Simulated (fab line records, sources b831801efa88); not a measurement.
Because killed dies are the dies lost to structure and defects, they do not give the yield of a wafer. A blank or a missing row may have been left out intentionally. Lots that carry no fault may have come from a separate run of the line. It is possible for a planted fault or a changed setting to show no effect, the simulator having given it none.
Which tool did it? ; flow sky130 ; 24 wafers from 8 lots sampled at 2 of the route's 708 steps

WHAT EACH GAUGE READ, for each wafer
SKY_VT_ADJUST_NCORE_CD_MEAS_07: the cd target is 380 nm.
lot;measured;on;cd-nm (nm)
L247;day 8 15:38;cd-sem-02;376.4 378.7 379.7
L250;day 9 14:26;cd-sem-02;381.7 382.9 385.0
L252;day 10 04:30;cd-sem-02;381.3 376.4 380.7
L254;day 10 20:53;cd-sem-01;382.4 382.9 380.8
L258;day 12 05:48;cd-sem-01;379.4 382.1 379.7
L260;day 12 16:17;cd-sem-01;392.0 391.2 392.7
L265;day 14 00:09;cd-sem-02;387.1 386.1 388.3
L266;day 14 14:15;cd-sem-01;389.2 388.3 388.6

WHICH TOOL RAN EACH LOT (tool, then ch and the chambers of the sampled wafers, then the start)
lot;SKY_VT_ADJUST_NCORE_EXPOSE_04
L247;iline-stepper-01 ch 0, day 8 05:26
L250;iline-stepper-01 ch 0, day 9 04:41
L252;iline-stepper-01 ch 0, day 9 17:50
L254;iline-stepper-01 ch 0, day 10 09:10
L258;iline-stepper-01 ch 0, day 11 18:36
L260;iline-stepper-01 ch 0, day 12 04:28
L265;iline-stepper-01 ch 0, day 13 11:11
L266;iline-stepper-01 ch 0, day 14 01:42
- SKY_VT_ADJUST_NCORE_EXPOSE_04: exposes mask LVTN COMPLEMENT THIN, target cd 380 nm.

THE ANSWER, worked out from the rows above alone
Rule: the lots themselves supply what counts as usual. The widest of any qualifying gaps counts: lots, ordered by their means at a reading, are off when they make up no more than a third of the lots, leave a main group of 4 or more, and stand apart from it by 3 or more times the standard deviation of that group's means. A main group is skipped when, at the precision printed for the reading in the tables above, its means are all equal. A lot without any number at a reading at which 4 lots or more have one is off too. Where the step has rows for the other lots, those lots are counted as sound.
Across all readings shown, no lot is off: no conclusion can be drawn from this.

WHAT THE SIMULATOR HAD INSERTED
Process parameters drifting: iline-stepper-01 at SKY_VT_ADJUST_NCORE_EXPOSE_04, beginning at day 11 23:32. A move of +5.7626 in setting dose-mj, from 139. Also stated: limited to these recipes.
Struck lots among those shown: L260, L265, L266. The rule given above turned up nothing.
